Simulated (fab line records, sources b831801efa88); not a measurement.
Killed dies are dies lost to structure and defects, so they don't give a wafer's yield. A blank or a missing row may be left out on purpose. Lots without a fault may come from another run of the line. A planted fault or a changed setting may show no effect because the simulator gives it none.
Which tool did it? | flow sky130 | 14 lots, 42 wafers sampled, at 5 steps of a route of 708

WHAT THE GAUGES READ, wafer by wafer
SKY_LI_CONTACT_RS_MEAS_22: measures by four-point-probe.
lot  | measured     | on            | LI_CONTACT_W_RS (ohm/sq)
L683 | day 30 14:24 | film_metro-03 | 0.290 0.287 0.288
L684 | day 30 16:36 | film_metro-04 | 0.286 0.286 0.281
L685 | day 30 18:31 | film_metro-01 | 0.286 0.284 0.280
L686 | day 31 04:37 | film_metro-01 | 0.287 0.284 0.283
L687 | day 31 16:48 | film_metro-03 | 0.286 0.287 0.286
L688 | day 31 22:58 | film_metro-01 | 0.289 0.287 0.282
L690 | day 32 02:16 | film_metro-03 | 0.292 0.290 0.288
L694 | day 33 11:14 | film_metro-03 | 0.285 0.287 0.288
L699 | day 34 17:36 | film_metro-03 | 0.279 0.284 0.284
L700 | day 35 05:47 | film_metro-01 | 0.286 0.282 0.288
L701 | day 35 12:46 | film_metro-03 | 0.283 0.290 0.280
L702 | day 36 00:59 | film_metro-03 | 0.292 0.281 0.289
L703 | day 36 10:28 | film_metro-03 | 0.284 0.276 0.289
L705 | day 36 13:23 | film_metro-01 | 0.274 0.278 0.288

SKY_LOCAL_INTERCONNECT_THK_MEAS_02: measures by xrf.
lot  | measured     | on            | LOCAL_INTERCONNECT_TIN_THK (nm)
L683 | day 30 15:04 | film_metro-03 | 100.6 101.6 101.1
L684 | day 30 17:16 | film_metro-01 | 97.8 100.3 101.0
L685 | day 30 19:10 | film_metro-03 | 100.2 100.0 102.6
L686 | day 31 05:17 | film_metro-03 | 100.9 101.0 103.3
L687 | day 31 17:28 | film_metro-01 | 102.4 99.9 100.3
L688 | day 31 23:37 | film_metro-01 | 99.9 100.4 100.7
L690 | day 32 03:13 | film_metro-02 | 101.5 101.8 100.6
L694 | day 33 11:52 | film_metro-02 | 101.3 100.9 100.0
L699 | day 34 18:16 | film_metro-01 | 99.3 100.5 98.2
L700 | day 35 06:35 | film_metro-03 | 101.9 102.0 102.9
L701 | day 35 13:25 | film_metro-02 | 102.5 102.7 102.5
L702 | day 36 01:39 | film_metro-03 | 102.0 101.5 102.1
L703 | day 36 11:07 | film_metro-02 | 102.1 101.7 101.2
L705 | day 36 14:02 | film_metro-01 | 99.2 98.6 100.0

SKY_CONTACT_THK_MEAS_03.
lot  | measured     | on            | CONTACT_HDPCVD_THK (nm)
L683 | day 31 19:25 | film_metro-02 | 575 582 577
L684 | day 31 21:59 | film_metro-02 | 574 552 574
L685 | day 32 00:10 | film_metro-03 | 567 562 571
L686 | day 32 10:55 | film_metro-03 | 565 565 563
L687 | day 32 21:19 | film_metro-04 | 281 280 568
L688 | day 33 04:26 | film_metro-03 | 573 562 564
L690 | day 33 07:53 | film_metro-04 | 564 278 568
L694 | day 34 15:18 | film_metro-03 | 561 576 575
L699 | day 35 21:41 | film_metro-03 | 557 559 565
L700 | day 36 09:52 | film_metro-02 | 562 567 564
L701 | day 36 16:57 | film_metro-04 | 563 571 573
L702 | day 37 05:49 | film_metro-02 | 571 566 571
L703 | day 37 15:29 | film_metro-03 | 571 561 566
L705 | day 37 17:52 | film_metro-02 | 572 569 566

WHICH TOOL RAN EACH LOT (tool, then ch and the chambers of the sampled wafers, then the start)
lot  | SKY_LI_CONTACT_CMP_24         | SKY_CONTACT_HDPCVD_02
L683 | cmp-02 ch 0,3, day 30 14:34   | hdpcvd-01 ch 0,1, day 31 19:20
L684 | cmp-02 ch 1,2, day 30 16:46   | hdpcvd-01 ch 0,1,2, day 31 21:54
L685 | cmp-02 ch 0,1,2, day 30 18:40 | hdpcvd-02 ch 1,2, day 32 00:05
L686 | cmp-02 ch 0,1,3, day 31 04:48 | hdpcvd-02 ch 0,1,2, day 32 10:51
L687 | cmp-02 ch 2,3, day 31 16:58   | hdpcvd-02 ch 0,2, day 32 21:14
L688 | cmp-01 ch 0,1,2, day 31 23:11 | hdpcvd-01 ch 0,1, day 33 04:22
L690 | cmp-01 ch 0,1,3, day 32 02:44 | hdpcvd-02 ch 0,1,2, day 33 07:49
L694 | cmp-02 ch 1,2,3, day 33 11:31 | hdpcvd-01 ch 0,1,2, day 34 15:13
L699 | cmp-01 ch 0,1, day 34 17:46   | hdpcvd-02 ch 0,1, day 35 21:37
L700 | cmp-01 ch 0,1,2, day 35 06:07 | hdpcvd-02 ch 0,1, day 36 09:46
L701 | cmp-01 ch 1,2, day 35 12:55   | hdpcvd-02 ch 0,1, day 36 16:50
L702 | cmp-01 ch 0,1,3, day 36 01:10 | hdpcvd-02 ch 0, day 37 05:37
L703 | cmp-01 ch 0,1,2, day 36 10:40 | hdpcvd-01 ch 1,2, day 37 15:24
L705 | cmp-02 ch 0,1, day 36 13:32   | hdpcvd-02 ch 0,1, day 37 17:46
- SKY_LI_CONTACT_CMP_24: polishes, stops on PSG, t overpolish 20 s, target thk 0 nm.
- SKY_CONTACT_HDPCVD_02: deposits SiO2, target thk 565 nm, time 94.2 s.

WHAT THE TOOLS THEMSELVES READ (means of the sampled wafers that have a number; where no wafer has one, the mark that the record gives instead)
SKY_LI_CONTACT_CMP_24.
lot  | tool   | motor_current_A (A) | overpolish_run_s (s) | time_to_endpoint_s (s)
L683 | cmp-02 | 10.4                | 19.993               | 95
L684 | cmp-02 | 11.3                | 20.002               | 101
L685 | cmp-02 | 11.0                | 19.998               | 103
L686 | cmp-02 | 11.0                | 19.998               | 98
L687 | cmp-02 | 10.6                | 20.005               | 98
L688 | cmp-01 | 11.2                | 19.996               | 91
L690 | cmp-01 | 11.7                | 20.006               | 89
L694 | cmp-02 | 11.0                | 19.992               | 101
L699 | cmp-01 | 11.6                | 20.008               | 89
L700 | cmp-01 | 11.1                | 20.008               | 97
L701 | cmp-01 | 11.4                | 20.000               | 100
L702 | cmp-01 | 11.1                | 20.006               | 99
L703 | cmp-01 | 11.2                | 20.008               | 97
L705 | cmp-02 | 11.0                | 20.005               | 101

THE ANSWER, worked out from the rows above alone
Rule: what is usual is taken from the lots themselves. Put in order of their means at a reading, lots are off if they are a third of the lots or fewer, leave a main group of 4 or more, and stand apart from it by a gap of 3 or more times the standard deviation of the main group's means; of several such gaps the widest counts. A main group whose means are all the same, to the digits that the tables above print for the reading, isn't used. A lot without any number at a reading at which 4 lots or more have one is off too. The other lots that the step has rows for count as sound. The gauges are gone through in route order, then the tools' own readings, and for those a lot's mean is taken as printed above. The first step at which some lot is off is used, and at that step the reading that is off furthest; a lot without a number counts as furthest.
Off: L687, L690, at SKY_CONTACT_THK_MEAS_03 (CONTACT_HDPCVD_THK). The main group: mean 568 nm, standard deviation 4.1.
A tool fits if, at a process step before that reading, it ran every lot that is off, and no sound lot after the first of them. The gauges at SKY_CONTACT_THK_MEAS_03 are tried like those tools. None of those tried fits.

WHAT THE SIMULATOR HAD PUT IN
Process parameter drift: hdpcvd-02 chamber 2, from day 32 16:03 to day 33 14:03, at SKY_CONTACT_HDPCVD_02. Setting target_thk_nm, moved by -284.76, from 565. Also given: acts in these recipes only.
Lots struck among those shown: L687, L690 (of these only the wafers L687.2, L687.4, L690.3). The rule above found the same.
